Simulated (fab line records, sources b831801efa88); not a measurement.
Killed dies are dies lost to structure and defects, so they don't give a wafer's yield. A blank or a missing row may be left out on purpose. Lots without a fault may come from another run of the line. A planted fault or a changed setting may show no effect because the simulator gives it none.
Tool commonality check | flow gf180mcu | 13 lots, 39 wafers sampled

WHY IT WAS OPENED
At GF_POLY_GATE_THK_MEAS_01 the reading POLY_GATE_CVD_00_THK is flagged on 1 of 13 lots. Wafers without a fault read 200.4 nm, standard deviation 2.4.
Rule: a lot is flagged when every wafer of it that has a number lies more than 4 standard deviations from that mean, or none has a number. The other lots count as sound.

lot  | measured     | on            | POLY_GATE_CVD_00_THK (nm), wafer by wafer | flag
L621 | day 8 15:23  | film_metro-01 | 201.4 200.4 200.4                         |
L622 | day 8 21:55  | film_metro-03 | 198.9 200.6 198.8                         |
L623 | day 9 01:46  | film_metro-02 | 202.9 202.9 203.1                         |
L624 | day 9 06:27  | film_metro-03 | 197.4 196.8 197.8                         |
L626 | day 9 23:12  | film_metro-03 | 201.4 200.2 200.5                         |
L627 | day 10 05:18 | film_metro-03 | 198.5 199.8 199.2                         |
L628 | day 10 12:40 | film_metro-01 | 200.9 202.0 203.4                         |
L629 | day 10 20:17 | film_metro-01 | 201.8 201.1 200.5                         |
L630 | day 11 04:07 | film_metro-01 | 204.8 203.9 201.2                         |
L634 | day 12 05:24 | film_metro-03 | 201.2 199.4 199.8                         |
L636 | day 12 20:52 | film_metro-03 | 222.0 219.0 220.3                         | FLAGGED
L638 | day 13 08:03 | film_metro-03 | 200.8 201.9 200.1                         |
L643 | day 14 18:05 | film_metro-02 | 199.2 199.8 198.8                         |
The numbers of the flagged lots are 220.4 nm on average: +20.0 nm against the usual, or +8 standard deviations.

WHICH TOOL RAN EACH LOT
The record holds 2 process steps before the reading, out of a route of 602 steps. In each cell: the tool, then ch and the chambers that the sampled wafers went through, then the start.
lot  | flag    | GF_STI_STRIP_15                     | GF_POLY_GATE_CVD_00
L621 |         | plasma_asher-03 ch 0,1, day 2 01:37 | lpcvd-02 ch 1, day 8 14:03
L622 |         | plasma_asher-03 ch 0,1, day 2 07:33 | lpcvd-02 ch 1, day 8 20:34
L623 |         | plasma_asher-04 ch 0,1, day 2 12:03 | lpcvd-02 ch 1, day 9 00:24
L624 |         | plasma_asher-03 ch 0,1, day 2 17:34 | lpcvd-02 ch 0, day 9 05:07
L626 |         | plasma_asher-04 ch 0,1, day 3 04:10 | lpcvd-02 ch 0, day 9 21:52
L627 |         | plasma_asher-02 ch 0,1, day 3 09:10 | lpcvd-01 ch 0, day 10 03:58
L628 |         | plasma_asher-03 ch 0,1, day 3 13:54 | lpcvd-02 ch 1, day 10 11:19
L629 |         | plasma_asher-03 ch 1, day 3 20:46   | lpcvd-01 ch 1, day 10 18:56
L630 |         | plasma_asher-03 ch 0,1, day 4 01:09 | lpcvd-01 ch 0, day 11 02:45
L634 |         | plasma_asher-04 ch 0,1, day 4 21:04 | lpcvd-02 ch 0, day 12 04:04
L636 | FLAGGED | plasma_asher-04 ch 0,1, day 5 07:10 | lpcvd-01 ch 0, day 12 19:32
L638 |         | plasma_asher-02 ch 0,1, day 5 17:23 | lpcvd-02 ch 0, day 13 06:42
L643 |         | plasma_asher-02 ch 0,1, day 6 18:40 | lpcvd-02 ch 0, day 14 16:04
What these steps do:
- GF_STI_STRIP_15: strips in O2/N2.
- GF_POLY_GATE_CVD_00: deposits poly-Si, target thk 200 nm, time 1200 s.
- GF_POLY_GATE_THK_MEAS_01

FLAGGED OVER TOTAL, TOOL BY TOOL (the gauges that took the reading come last)
step                     | tool            | lots run | flagged | share of the flagged lots | sound lots run after its first flagged lot
GF_STI_STRIP_15          | plasma_asher-02 | 3        | 0       | none                      | -
GF_STI_STRIP_15          | plasma_asher-03 | 6        | 0       | none                      | -
GF_STI_STRIP_15          | plasma_asher-04 | 4        | 1       | all                       | 0
GF_POLY_GATE_CVD_00      | lpcvd-01        | 4        | 1       | all                       | 0
GF_POLY_GATE_CVD_00      | lpcvd-02        | 9        | 0       | none                      | -
GF_POLY_GATE_THK_MEAS_01 | film_metro-01   | 4        | 0       | none                      | -
GF_POLY_GATE_THK_MEAS_01 | film_metro-02   | 2        | 0       | none                      | -
GF_POLY_GATE_THK_MEAS_01 | film_metro-03   | 7        | 1       | all                       | 1 (L638)

WHAT THE TABLE ALLOWS
3 rows of the table ran every flagged lot: plasma_asher-04 at GF_STI_STRIP_15, lpcvd-01 at GF_POLY_GATE_CVD_00, film_metro-03 at GF_POLY_GATE_THK_MEAS_01.
- plasma_asher-04 at GF_STI_STRIP_15: 1 of its 4 lots flagged. Its last sound lot is L634 (day 4 21:04), its first flagged lot L636 (day 5 07:10): a fault that began between those two fits.
- lpcvd-01 at GF_POLY_GATE_CVD_00: 1 of its 4 lots flagged. Its last sound lot is L630 (day 11 02:45), its first flagged lot L636 (day 12 19:32): a fault that began between those two fits.
- film_metro-03 at GF_POLY_GATE_THK_MEAS_01: 1 of its 7 lots flagged. Sound lots ran on it after the first flagged one (L638), which a lasting fault on the whole tool wouldn't allow.
Counting lots can't tell these 2 tools apart, because each fits a fault that began at some hour. More lots, or a look at what each step does to the wafer, might.

WHAT THE SIMULATOR HAD PUT IN
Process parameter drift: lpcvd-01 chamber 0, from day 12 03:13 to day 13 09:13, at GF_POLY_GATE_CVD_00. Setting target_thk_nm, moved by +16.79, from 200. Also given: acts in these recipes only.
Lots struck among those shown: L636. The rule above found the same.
